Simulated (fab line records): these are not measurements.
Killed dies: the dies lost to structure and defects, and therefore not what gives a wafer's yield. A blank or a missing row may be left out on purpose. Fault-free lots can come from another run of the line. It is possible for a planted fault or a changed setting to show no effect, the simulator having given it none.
fab line records | flow gf180mcu
[record] lots = 24 wafers = 72 lastDay = 34
route steps=602 shown M3@413 M4@471 V4@491 MIM@522
lots untouched by any fault: they come from a run of this same line in which no faults occurred
startH: hours from the record's opening day to when the first of the lot's shown wafers began | waitH: hours since the lot's step before | " unchanged from the row above | L1.1+2: a row that stands for several wafers | - value missing, or start not given | * or withheld: withheld | < > ~ a bound
route shown NAME@n: names a module that has steps shown in the file, with the first one's number in the route | usual: mean/standard deviation of fault-free wafers | same: alike in all rows | chamber/n: place in a boat | sites: the reading at each site | _std_site: their standard deviation | _edge_site: inner sites' mean taken away from outer sites' mean | radiusMm: how far each site lies from the wafer's centre | mask NAME#n: copy n | behind: the tool/chamber that last shaped the wafer | hold: why the lot was held/for how many hours/how that ended | device: the transistor (n, p or np) that didn't switch | end of line: the same wafers' tests at the end of the route | a step given without rows: its recipe and nothing more | killed: dies that structure and defects cost at the first sort, which is not the same as the wafer's yield | map: a wafer's dies, marking killed ones x, the rest . and places with no die _
set.NAME: the setting the step ran with; set.NAME@STEP: the setting that earlier step ran with | model.NAME: the simulator's own value behind a step, which no gauge read
steps of the route over a sample of lots; a table a step, a row a wafer
services: a tool's chamber out of use, with start hour (startH, from the record's first day; less than 0 if before it), hours out, and reason
[[steps]]
[step GF_M3_SPUTTER_04]
[recipe] material = TiN targetThkNm = 50 powerW = 6500 timeS = 43.74 chamberPressurePa = 0.4
[usual] throttleValvePct = 29.9/0.98
// columns lot.wafer tool chamber startH waitH throttleValvePct
L074.2 pvdSputter-02 - 464.20 0.0 28.9
L074.3 " - " " 29.1
L074.5 " - " " 29.1
L075.3 pvdSputter-02 - 472.45 0.0 31.1
L075.5 " - " " 28.5
L075.6 " - " " 30.9
L076.1 pvdSputter-04 - 480.10 0.0 31.4
L076.4 " - " " 30.4
L076.5 " - " " 30.0
L077.2 pvdSputter-04 - 492.17 0.0 30.9
L077.3 " - " " 29.9
L077.5 " - " " 31.1
L078.1 pvdSputter-02 - 499.33 0.0 29.1
L078.4 " - " " 31.0
L078.5 " - " " 28.3
L079.2 pvdSputter-04 - 512.07 0.0 30.2
L079.3 " - " " 30.9
L079.5 " - " " 30.3
L080.1 pvdSputter-04 - 521.57 0.0 31.4
L080.2 " - " " 30.7
L080.4 " - " " 30.2
L081.1 pvdSputter-02 - 526.82 0.0 29.4
L081.3 " - " " 30.8
L081.5 " - " " 28.1
L082.1 pvdSputter-03 - 537.37 0.0 30.8
L082.2 " - " " 30.4
L082.3 " - " " 29.1
L083.2 pvdSputter-02 - 544.68 0.0 29.4
L083.3 " - " " 28.3
L083.4 " - " " 28.9
L084.1 pvdSputter-02 - 553.83 0.0 29.2
L084.2 " - " " 28.5
L084.4 " - " " 29.4
L085.2 pvdSputter-02 - 565.38 0.0 29.2
L085.3 " - " " 28.4
L085.6 " - " " 29.3
L086.1 pvdSputter-02 - 572.76 0.0 28.4
L086.3 " - " " 29.2
L086.5 " - " " 29.4
L087.2 pvdSputter-04 - 579.88 0.0 30.8
L087.5 " - " " 30.6
L087.6 " - " " 30.0
L088.3 pvdSputter-02 - 586.29 0.0 29.4
L088.4 " - " " 28.2
L088.6 " - " " 29.0
L089.3 pvdSputter-02 - 588.49 0.0 29.4
L089.5 " - " " 31.1
L089.6 " - " " 28.3
L090.1 pvdSputter-02 - 602.98 0.0 30.7
L090.2 " - " " 29.2
L090.3 " - " " 29.4
L091.1 pvdSputter-02 - 605.06 0.0 29.2
L091.2 " - " " 29.4
L091.5 " - " " 30.7
L092.3 pvdSputter-04 - 615.97 0.0 30.2
L092.4 " - " " 31.1
L092.6 " - " " 30.5
L093.1 pvdSputter-03 - 621.30 0.0 31.1
L093.4 " - " " 30.4
L093.5 " - " " 29.0
L094.1 pvdSputter-02 - 625.05 0.0 29.2
L094.3 " - " " 31.0
L094.6 " - " " 29.4
L095.3 pvdSputter-04 - 634.43 0.0 30.8
L095.5 " - " " 31.2
L095.6 " - " " 30.7
L096.2 pvdSputter-03 - 641.12 0.0 31.1
L096.3 " - " " 30.4
L096.5 " - " " 28.8
L097.1 pvdSputter-04 - 653.86 0.0 30.8
L097.3 " - " " 31.0
L097.5 " - " " 30.8
[step GF_M3_OVL_MEAS_15]
[usual] M3_OVL = -1/6.1
// columns lot.wafer tool chamber startH waitH M3_OVL[nm]
L074.2 overlay-02 - 488.66 0.1 -4
L074.3 " - " " -8
L074.5 " - " " -11
L075.3 overlay-02 - 496.06 0.1 -8
L075.5 " - " " -7
L075.6 " - " " 1
L076.1 overlay-01 - 504.01 0.1 -6
L076.4 " - " " -2
L076.5 " - " " -2
L077.2 overlay-01 - 516.06 0.1 5
L077.3 " - " " 0
L077.5 " - " " 10
L078.1 overlay-02 - 522.76 0.1 -3
L078.4 " - " " -8
L078.5 " - " " 1
L079.2 overlay-01 - 535.26 0.1 10
L079.3 " - " " 10
L079.5 " - " " 9
L080.1 overlay-02 - 544.25 0.1 -12
L080.2 " - " " -11
L080.4 " - " " -9
L081.1 overlay-01 - 549.56 0.1 -6
L081.3 " - " " -11
L081.5 " - " " -7
L082.1 overlay-02 - 559.31 0.1 7
L082.2 " - " " 4
L082.3 " - " " 5
L083.2 overlay-02 - 566.51 0.1 2
L083.3 " - " " 6
L083.4 " - " " 3
L084.1 overlay-02 - 575.41 0.1 -12
L084.2 " - " " 5
L084.4 " - " " -3
L085.2 overlay-01 - 586.71 0.1 2
L085.3 " - " " 0
L085.6 " - " " -8
L086.1 overlay-01 - 593.83 0.1 -8
L086.3 " - " " -12
L086.5 " - " " -1
L087.2 overlay-01 - 600.76 0.1 -2
L087.5 " - " " 0
L087.6 " - " " -9
L088.3 overlay-02 - 606.87 0.1 -7
L088.4 " - " " -7
L088.6 " - " " -5
L089.3 overlay-02 - 609.81 0.1 -3
L089.5 " - " " -2
L089.6 " - " " 0
L090.1 overlay-01 - 623.61 0.1 4
L090.2 " - " " -3
L090.3 " - " " 7
L091.1 overlay-02 - 625.31 0.1 5
L091.2 " - " " 5
L091.5 " - " " 0
L092.3 overlay-01 - 636.67 0.1 1
L092.4 " - " " 12
L092.6 " - " " 11
L093.1 overlay-02 - 640.80 0.1 -6
L093.4 " - " " 0
L093.5 " - " " -6
L094.1 overlay-01 - 645.26 0.1 9
L094.3 " - " " -1
L094.6 " - " " 5
L095.3 overlay-01 - 654.27 0.1 -2
L095.5 " - " " 0
L095.6 " - " " -3
L096.2 overlay-01 - 660.96 0.1 2
L096.3 " - " " -8
L096.5 " - " " -9
L097.1 overlay-02 - 673.46 0.1 4
L097.3 " - " " -7
L097.5 " - " " -4
[step GF_M4_OVL_MEAS_15]
[usual] M4_OVL = -1/6.1
// columns lot.wafer tool chamber startH waitH M4_OVL[nm]
L074.2 overlay-01 - 539.05 0.1 3
L074.3 " - " " -2
L074.5 " - " " -7
L075.3 overlay-02 - 546.06 0.1 -8
L075.5 " - " " -10
L075.6 " - " " -11
L076.1 overlay-02 - 553.31 0.1 1
L076.4 " - " " 2
L076.5 " - " " 4
L077.2 overlay-01 - 564.06 0.1 3
L077.3 " - " " -4
L077.5 " - " " 0
L078.1 overlay-02 - 570.51 0.1 -13
L078.4 " - " " -8
L078.5 " - " " -13
L079.2 overlay-02 - 581.60 0.1 2
L079.3 " - " " 5
L079.5 " - " " 2
L080.1 overlay-01 - 590.40 0.1 -3
L080.2 " - " " -9
L080.4 " - " " -7
L081.1 overlay-02 - 596.16 0.1 6
L081.3 " - " " 11
L081.5 " - " " 10
L082.1 overlay-01 - 605.06 0.1 3
L082.2 " - " " -1
L082.3 " - " " 2
L083.2 overlay-01 - 612.00 0.1 2
L083.3 " - " " -3
L083.4 " - " " -1
L084.1 overlay-01 - 620.92 0.1 -1
L084.2 " - " " -7
L084.4 " - " " -3
L085.2 overlay-02 - 631.06 0.1 9
L085.3 " - " " 3
L085.6 " - " " 4
L086.1 overlay-02 - 638.60 0.1 -7
L086.3 " - " " -5
L086.5 " - " " -3
L087.2 overlay-02 - 644.66 0.1 2
L087.5 " - " " -1
L087.6 " - " " 3
L088.3 overlay-01 - 650.11 0.1 -5
L088.4 " - " " -6
L088.6 " - " " 1
L089.3 overlay-01 - 653.02 0.1 1
L089.5 " - " " 6
L089.6 " - " " 1
L090.1 overlay-01 - 665.76 0.1 -6
L090.2 " - " " -5
L090.3 " - " " 4
L091.1 overlay-01 - 667.40 0.1 5
L091.2 " - " " 1
L091.5 " - " " -5
L092.3 overlay-01 - 678.32 0.1 -2
L092.4 " - " " -6
L092.6 " - " " -7
L093.1 overlay-01 - 682.90 0.1 6
L093.4 " - " " 10
L093.5 " - " " 11
L094.1 overlay-02 - 686.25 0.1 -3
L094.3 " - " " 1
L094.6 " - " " -2
L095.3 overlay-01 - 695.61 0.1 6
L095.5 " - " " 8
L095.6 " - " " 9
L096.2 overlay-01 - 702.21 0.1 -8
L096.3 " - " " -9
L096.5 " - " " -6
L097.1 overlay-02 - 713.50 0.1 -1
L097.3 " - " " -2
L097.5 " - " " 3
[step GF_V4_OVL_MEAS_15]
[usual] V4_OVL = -2/5.1
// columns lot.wafer tool chamber startH waitH V4_OVL[nm]
L074.2 overlay-01 - 562.71 0.1 -6
L074.3 " - " " -7
L074.5 " - " " -7
L075.3 overlay-01 - 569.36 0.1 -1
L075.5 " - " " -4
L075.6 " - " " -5
L076.1 overlay-02 - 577.31 0.1 -3
L076.4 " - " " -8
L076.5 " - " " -9
L077.2 overlay-02 - 587.15 0.1 1
L077.3 " - " " 3
L077.5 " - " " 5
L078.1 overlay-02 - 592.81 0.1 6
L078.4 " - " " 12
L078.5 " - " " 3
L079.2 overlay-02 - 604.23 0.1 -7
L079.3 " - " " -8
L079.5 " - " " -7
L080.1 overlay-01 - 612.35 0.1 3
L080.2 " - " " -1
L080.4 " - " " -5
L081.1 overlay-01 - 617.76 0.1 2
L081.3 " - " " 1
L081.5 " - " " -1
L082.1 overlay-01 - 627.10 0.1 -4
L082.2 " - " " 4
L082.3 " - " " -6
L083.2 overlay-01 - 633.71 0.1 -3
L083.3 " - " " -2
L083.4 " - " " 3
L084.1 overlay-01 - 641.96 0.1 1
L084.2 " - " " 6
L084.4 " - " " 10
L085.2 overlay-02 - 652.66 0.1 -6
L085.3 " - " " -10
L085.6 " - " " 0
L086.1 overlay-02 - 659.46 0.1 -7
L086.3 " - " " -6
L086.5 " - " " -6
L087.2 overlay-02 - 666.11 0.1 1
L087.5 " - " " 8
L087.6 " - " " 1
L088.3 overlay-02 - 670.61 0.1 -1
L088.4 " - " " -4
L088.6 " - " " -2
L089.3 overlay-01 - 673.71 0.1 -9
L089.5 " - " " -9
L089.6 " - " " -5
L090.1 overlay-01 - 685.65 0.1 8
L090.2 " - " " 10
L090.3 " - " " 1
L091.1 overlay-02 - 688.25 0.1 3
L091.2 " - " " 6
L091.5 " - " " 1
L092.3 overlay-01 - 698.46 0.1 2
L092.4 " - " " 4
L092.6 " - " " -3
L093.1 overlay-02 - 703.30 0.1 -5
L093.4 " - " " -3
L093.5 " - " " -2
L094.1 overlay-02 - 706.70 0.1 -2
L094.3 " - " " -4
L094.6 " - " " 1
L095.3 overlay-02 - 715.46 0.1 4
L095.5 " - " " -1
L095.6 " - " " -2
L096.2 overlay-02 - 721.86 0.1 -12
L096.3 " - " " -10
L096.5 " - " " -7
L097.1 overlay-01 - 732.25 0.1 -1
L097.3 " - " " -10
L097.5 " - " " -5
[step GF_V4_ETCH_16]
[recipe] chemistry = N2/H2 targetDepthA = withheld overetchA = withheld timeS = withheld target = BARC ionEnergyEv = 200 sourceW = 500 biasW = 100 pressureMtorr = 30 n2FlowSccm = 100 h2FlowSccm = 200
[usual] biasW = 99.98/0.29 drypumpMotorCurrentA = 5.6/0.59 oesProductAu = 0.855/0.0048 throttleValvePct = 13.224/0.0082
// columns lot.wafer tool chamber startH waitH biasW drypumpMotorCurrentA oesProductAu throttleValvePct
L074.2 rieDiel-01 3 562.74 0.0 99.91 5.6 0.856 13.223
L074.3 " 1 " " 99.89 6.5 0.848 13.228
L074.5 " 2 " " 100.08 5.9 0.851 13.227
L075.3 rieDiel-01 2 569.38 0.0 100.31 5.9 0.856 13.236
L075.5 " 1 " " 99.72 6.5 0.866 13.219
L075.6 " 0 " " 99.84 5.4 0.863 13.219
L076.1 rieDiel-01 3 577.34 0.0 100.19 5.6 0.849 13.222
L076.4 " 0 " " 99.89 5.4 0.857 13.228
L076.5 " 3 " " 100.55 5.6 0.858 13.207
L077.2 rieDiel-03 3 587.18 0.0 99.74 5.9 0.856 13.232
L077.3 " 2 " " 100.02 6.4 0.856 13.242
L077.5 " 2 " " 99.96 6.4 0.849 13.239
L078.1 rieDiel-01 0 592.84 0.0 100.04 5.5 0.848 13.230
L078.4 " 2 " " 100.02 5.9 0.858 13.240
L078.5 " 0 " " 99.72 5.5 0.848 13.234
L079.2 rieDiel-03 2 604.26 0.0 99.98 6.4 0.856 13.222
L079.3 " 3 " " 100.03 5.9 0.850 13.219
L079.5 " 0 " " 100.14 5.9 0.853 13.220
L080.1 rieDiel-01 1 612.38 0.0 99.74 6.5 0.860 13.219
L080.2 " 0 " " 100.04 5.5 0.853 13.211
L080.4 " 2 " " 99.96 5.8 0.845 13.222
L081.1 rieDiel-04 0 617.79 0.0 100.17 5.1 0.856 13.227
L081.3 " 3 " " 99.80 4.7 0.854 13.239
L081.5 " 0 " " 100.02 5.1 0.857 13.224
L082.1 rieDiel-04 0 627.14 0.0 100.42 5.1 0.848 13.225
L082.2 " 1 " " 99.70 5.7 0.854 13.217
L082.3 " 2 " " 100.09 4.9 0.846 13.212
L083.2 rieDiel-03 2 633.74 0.0 100.11 6.4 0.856 13.226
L083.3 " 3 " " 100.03 5.9 0.847 13.214
L083.4 " 1 " " 99.47 6.6 0.847 13.229
L084.1 rieDiel-04 2 641.99 0.0 99.84 4.9 0.847 13.212
L084.2 " 0 " " 99.75 5.1 0.853 13.225
L084.4 " 1 " " 99.94 5.7 0.847 13.209
L085.2 rieDiel-03 1 652.69 0.0 100.19 6.5 0.859 13.227
L085.3 " 2 " " 99.86 6.4 0.855 13.226
L085.6 " 3 " " 100.00 5.9 0.853 13.230
L086.1 rieDiel-04 2 659.49 0.0 99.65 4.9 0.857 13.243
L086.3 " 1 " " 100.10 5.7 0.853 13.228
L086.5 " 2 " " 99.95 4.9 0.857 13.219
L087.2 rieDiel-04 0 666.14 0.0 99.67 5.1 0.849 13.222
L087.5 " 3 " " 100.65 4.7 0.851 13.215
L087.6 " 0 " " 100.14 5.1 0.855 13.213
L088.3 rieDiel-03 3 670.63 0.0 100.12 5.9 0.851 13.229
L088.4 " 2 " " 99.57 6.4 0.857 13.222
L088.6 " 0 " " 99.61 5.9 0.849 13.219
L089.3 rieDiel-03 3 673.73 0.0 99.97 5.9 0.843 13.233
L089.5 " 1 " " 99.92 6.5 0.847 13.234
L089.6 " 2 " " 99.74 6.4 0.852 13.235
L090.1 rieDiel-04 0 685.69 0.0 100.32 5.1 0.863 13.213
L090.2 " 2 " " 99.74 4.9 0.856 13.225
L090.3 " 1 " " 99.84 5.7 0.854 13.220
L091.1 rieDiel-04 0 688.28 0.0 100.04 5.1 0.862 13.216
L091.2 " 2 " " 99.73 4.9 0.851 13.222
L091.5 " 3 " " 99.96 4.7 0.857 13.228
L092.3 rieDiel-04 1 698.48 0.0 100.28 5.7 0.850 13.223
L092.4 " 0 " " 100.16 5.1 0.852 13.212
L092.6 " 0 " " 99.90 5.1 0.847 13.226
L093.1 rieDiel-01 2 703.33 0.0 100.42 5.9 0.851 13.235
L093.4 " 1 " " 99.69 6.5 0.858 13.218
L093.5 " 0 " " 99.62 5.5 0.850 13.224
L094.1 rieDiel-01 1 706.73 0.0 99.98 6.5 0.857 13.227
L094.3 " 3 " " 100.00 5.6 0.851 13.204
L094.6 " 2 " " 100.07 5.9 0.852 13.225
L095.3 rieDiel-04 2 715.48 0.0 99.68 4.9 0.862 13.228
L095.5 " 1 " " 99.84 5.7 0.858 13.227
L095.6 " 0 " " 100.32 5.0 0.859 13.214
L096.2 rieDiel-04 0 721.89 0.0 99.77 5.0 0.863 13.234
L096.3 " 2 " " 100.00 5.0 0.856 13.230
L096.5 " 2 " " 99.76 4.9 0.855 13.209
L097.1 rieDiel-01 3 732.28 0.0 100.59 5.6 0.852 13.224
L097.3 " 1 " " 99.92 6.4 0.861 13.227
L097.5 " 0 " " 100.29 5.4 0.862 13.224
[step GF_MIM_METAL_ETCH_19]
[recipe] chemistry = Cl2/BCl3 maskMaterial = NOVOLAK stopOn = Si3N4 targetDepthNm = 324.5 pressureMtorr = 8 icpW = 800 biasW = 140 Cl2_flow_sccm = 80 bcl3FlowSccm = 40 timeS = 54.1
[usual] biasW = 140.0/0.41 drypumpMotorCurrentA = 5.5/0.38 oesProductAu = 0.944/0.0057 throttleValvePct = 28.282/0.0095
// columns lot.wafer tool chamber startH waitH biasW drypumpMotorCurrentA oesProductAu rfHoursCounterH throttleValvePct
L074.2 rieMetal-01 0 586.26 0.1 139.2 5.6 0.947 - 28.290
L074.3 " 0 " " 140.2 5.6 0.951 - 28.278
L074.5 " 0 " " 139.8 5.6 0.953 - 28.274
L075.3 rieMetal-03 0 592.01 0.1 139.7 6.0 0.940 - 28.288
L075.5 " 0 " " 139.9 6.1 0.947 - 28.283
L075.6 " 1 " " 140.4 5.8 0.940 - 28.287
L076.1 rieMetal-03 1 599.64 0.1 140.5 5.8 0.945 0 28.280
L076.4 " 1 " " 140.2 5.8 0.954 - 28.279
L076.5 " 1 " " 139.8 5.8 0.955 - 28.279
L077.2 rieMetal-03 1 609.98 0.1 139.8 5.8 0.946 1 28.277
L077.3 " 0 " " 140.0 6.1 0.944 - 28.262
L077.5 " 1 " " 140.0 5.8 0.954 - 28.275
L078.1 rieMetal-01 0 614.84 0.1 140.9 5.6 0.957 14 28.251
L078.4 " 0 " " 140.5 5.6 0.945 - 28.286
L078.5 " 1 " " 139.5 5.0 0.940 - 28.280
L079.2 rieMetal-01 1 626.63 0.1 140.6 5.0 0.945 1 28.284
L079.3 " 0 " " 139.5 5.6 0.945 - 28.293
L079.5 " 0 " " 140.2 5.6 0.942 - 28.277
L080.1 rieMetal-01 0 634.34 0.1 139.2 5.6 0.953 15 28.289
L080.2 " 1 " " 140.7 5.0 0.944 1 28.283
L080.4 " 0 " " 139.3 5.6 0.936 - 28.294
L081.1 rieMetal-01 0 639.73 0.1 139.9 5.6 0.942 15 28.277
L081.3 " 1 " " 140.3 5.0 0.953 - 28.276
L081.5 " 0 " " 139.9 5.6 0.938 - 28.284
L082.1 rieMetal-01 0 649.18 0.1 139.4 5.6 0.952 15 28.278
L082.2 " 1 " " 140.2 5.0 0.943 2 28.279
L082.3 " 0 " " 139.9 5.6 0.943 - 28.272
L083.2 rieMetal-03 0 655.14 0.1 139.9 6.0 0.933 13 28.286
L083.3 " 0 " " 140.5 6.0 0.938 - 28.286
L083.4 " 1 " " 140.6 5.8 0.949 - 28.278
L084.1 rieMetal-01 1 662.74 0.1 139.8 5.0 0.933 2 28.301
L084.2 " 1 " " 139.5 5.0 0.935 - 28.272
L084.4 " 1 " " 139.4 5.0 0.945 - 28.282
L085.2 rieMetal-03 0 673.64 0.1 140.1 6.0 0.949 13 28.288
L085.3 " 1 " " 140.2 5.8 0.945 - 28.302
L085.6 " 1 " " 139.8 5.8 0.942 - 28.283
L086.1 rieMetal-01 0 680.18 0.1 139.5 5.6 0.935 0 28.281
L086.3 " 0 " " 139.2 5.6 0.939 - 28.292
L086.5 " 1 " " 140.6 5.0 0.939 - 28.283
L087.2 rieMetal-03 1 687.09 0.1 140.4 5.8 0.946 3 28.280
L087.5 " 0 " " 140.5 6.1 0.936 - 28.279
L087.6 " 1 " " 140.4 5.8 0.945 - 28.291
L088.3 rieMetal-03 0 690.96 0.1 140.5 6.0 0.942 - 28.264
L088.4 " 1 " " 139.9 5.8 0.952 - 28.276
L088.6 " 0 " " 140.0 6.1 0.944 - 28.271
L089.3 rieMetal-04 0 694.66 0.1 140.1 5.2 0.937 - 28.286
L089.5 " 0 " " 140.0 5.2 0.928 - 28.296
L089.6 " 1 " " 139.7 5.0 0.936 - 28.286
L090.1 rieMetal-03 1 705.33 0.1 139.6 5.8 0.950 4 28.283
L090.2 " 1 " " 139.3 5.8 0.947 - 28.291
L090.3 " 1 " " 140.0 5.8 0.935 - 28.265
L091.1 rieMetal-01 0 708.34 0.1 140.3 5.6 0.938 1 28.288
L091.2 " 1 " " 140.5 5.0 0.948 5 28.272
L091.5 " 0 " " 139.1 5.6 0.942 - 28.284
L092.3 rieMetal-01 0 718.05 0.1 140.0 5.6 0.943 - 28.283
L092.4 " 1 " " 139.8 5.0 0.946 - 28.261
L092.6 " 1 " " 139.9 5.0 0.941 - 28.295
L093.1 rieMetal-03 1 723.29 0.1 140.0 5.8 0.940 6 28.277
L093.4 " 1 " " 139.9 5.8 0.953 - 28.283
L093.5 " 1 " " 140.2 5.8 0.944 - 28.263
L094.1 rieMetal-01 0 726.13 0.1 140.1 5.6 0.943 2 28.289
L094.3 " 1 " " 140.5 5.0 0.940 - 28.271
L094.6 " 0 " " 140.3 5.6 0.945 - 28.286
L095.3 rieMetal-03 1 734.70 0.1 140.7 5.8 0.949 - 28.296
L095.5 " 0 " " 139.5 6.0 0.950 - 28.277
L095.6 " 1 " " 140.3 5.8 0.946 - 28.285
L096.2 rieMetal-01 1 741.03 0.1 140.3 5.0 0.935 6 28.274
L096.3 " 0 " " 139.2 5.6 0.943 - 28.266
L096.5 " 0 " " 140.0 5.6 0.943 - 28.288
L097.1 rieMetal-01 1 751.33 0.1 139.8 5.0 0.946 7 28.281
L097.3 " 0 " " 140.6 5.6 0.948 - 28.270
L097.5 " 1 " " 140.4 5.0 0.947 - 28.285
[[services]]
// columns tool chamber startH hours kind
rieDiel-01 - 453.92 0.2 repair
rieDiel-04 2 454.27 10.8 repair
rieMetal-01 - 455.54 4.3 pm
pvdSputter-04 - 483.58 2.1 repair
rieDiel-01 - 485.66 1.4 repair
rieDiel-04 2 488.14 9.1 repair
rieDiel-04 - 504.47 0.8 repair
rieDiel-03 2 515.04 1.8 repair
rieDiel-01 2 515.06 15.3 repair
rieDiel-03 2 532.14 2.0 repair
rieDiel-04 0 566.54 8.9 repair
pvdSputter-04 - 588.74 8.7 repair
pvdSputter-02 - 653.30 2.3 repair
rieDiel-03 1 667.61 3.5 repair
pvdSputter-02 - 673.75 9.5 repair
pvdSputter-04 - 686.18 11.5 repair
rieMetal-01 - 688.51 0.7 repair
rieMetal-03 0 699.51 17.7 repair
pvdSputter-04 - 701.39 3.7 repair
rieDiel-01 0 711.31 6.1 repair
pvdSputter-02 - 718.23 3.1 repair
pvdSputter-04 - 720.30 0.7 repair
rieDiel-04 0 725.10 5.8 repair
rieDiel-04 - 746.95 0.6 repair
[[key]]
fault none
